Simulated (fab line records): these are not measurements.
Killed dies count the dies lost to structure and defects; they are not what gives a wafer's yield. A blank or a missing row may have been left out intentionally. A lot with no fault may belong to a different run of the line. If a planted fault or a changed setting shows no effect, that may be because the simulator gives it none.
A lot that was struck, set against a sound lot -- flow gf180mcu -- 15 out of 602 route steps
Sound: these wafers, L388.1, L388.3, L388.6. Wafers L398.2, L398.3, L398.6 were the ones struck. The cause is named last.
Per side, at each step with rows, come the tool, then ch with its chambers, and then its first start. Under that, the readings that differ: sound wafers -- struck wafers -- difference of the means -- sigmas: that difference in standard deviations of wafers without a fault.
alike: readings with means less than 2 such deviations apart, plus words and numbers identical on both sides. not compared: withheld readings, readings lacking a value on some wafer, bounds such as >300 that could conceal the same value, and numbers that have no deviation in the record and whose values overlap.
The two part at a step that has a row with sigmas, a row that says differs or no value, or rows on one side only. Non-overlapping numbers with no deviation appear without sigmas and do not part them. A reading that every wafer of one side lacks parts them only if that side has two wafers or more.

GF_V3_BOW_MEAS_05:
  sound on film metro-01, day 23 08:41; struck on film metro-01, day 26 22:14
  alike: V3_BOW
then, 8 steps without rows for these wafers: GF_V3_DEHYDRATE_06 (time 60 s); GF_V3_HMDS_07 (prime time 60 s); GF_V3_COAT_08; GF_V3_COAT_09 (resist thk 1000 nm); GF_V3_SOFTBAKE_10 (time 60 s); GF_V3_EXPOSE_11 (exposes mask Via3, target cd 260 nm); GF_V3_PEB_12 (peb time 90 s); GF_V3_DEVELOP_13 (develop time 60 s).
GF_V3_CD_MEAS_14: target cd 260 nm.
  sound on cd sem-01, day 24 07:13; struck on cd sem-01, day 27 18:35
reading,sound,struck,difference,sigmas
cd nm (nm),259.0 259.8 257.7,261.8 261.7 261.5,+2.8,+2
GF_V3_OVL_MEAS_15:
  sound on overlay-02, day 24 07:20; struck on overlay-01, day 27 18:41
  alike: V3_OVL
GF_V3_ETCH_16: etches BARC in N2/H2.
  sound on rie diel-04 ch 1,3, day 24 07:22; struck on rie diel-02 ch 0,1, day 27 18:43
  alike: bias w, chamber pressure mTorr, drypump motor current A, oes product au, throttle valve pct
GF_V3_ETCH_17: etches SiO2 in C4F8/O2/Ar, stops on TiN, target depth 635 nm.
  sound on rie diel-04 ch 1,3, day 24 07:00; struck on rie diel-02 ch 0,1, day 27 18:00
  no value came back on the struck wafers for bias w (W), chamber pressure mTorr (mTorr), oes product au (a.u.); on the sound wafers bias w (W) reads 1199 1198 1202
GF_V3_STRIP_18: strips in O2/N2.
  sound on plasma asher-03 ch 1, day 24 07:30; struck on plasma asher-03 ch 0,1, day 27 18:50
reading,sound,struck,difference,sigmas
oes product au (a.u.),0.590 0.596 0.589,0.674 0.681 0.674,+0.085,+17
  alike: drypump motor current A, heater power w
  not compared: rf hours counter h
then, 1 step without rows for these wafers: GF_V3_STRIP_19 (strips in post etch residue remover, time 1200 s).

## WHERE THEY PART
At GF_V3_CD_MEAS_14 first; at GF_V3_STRIP_18 last (within this record only).

WHY: the cause the simulator had injected
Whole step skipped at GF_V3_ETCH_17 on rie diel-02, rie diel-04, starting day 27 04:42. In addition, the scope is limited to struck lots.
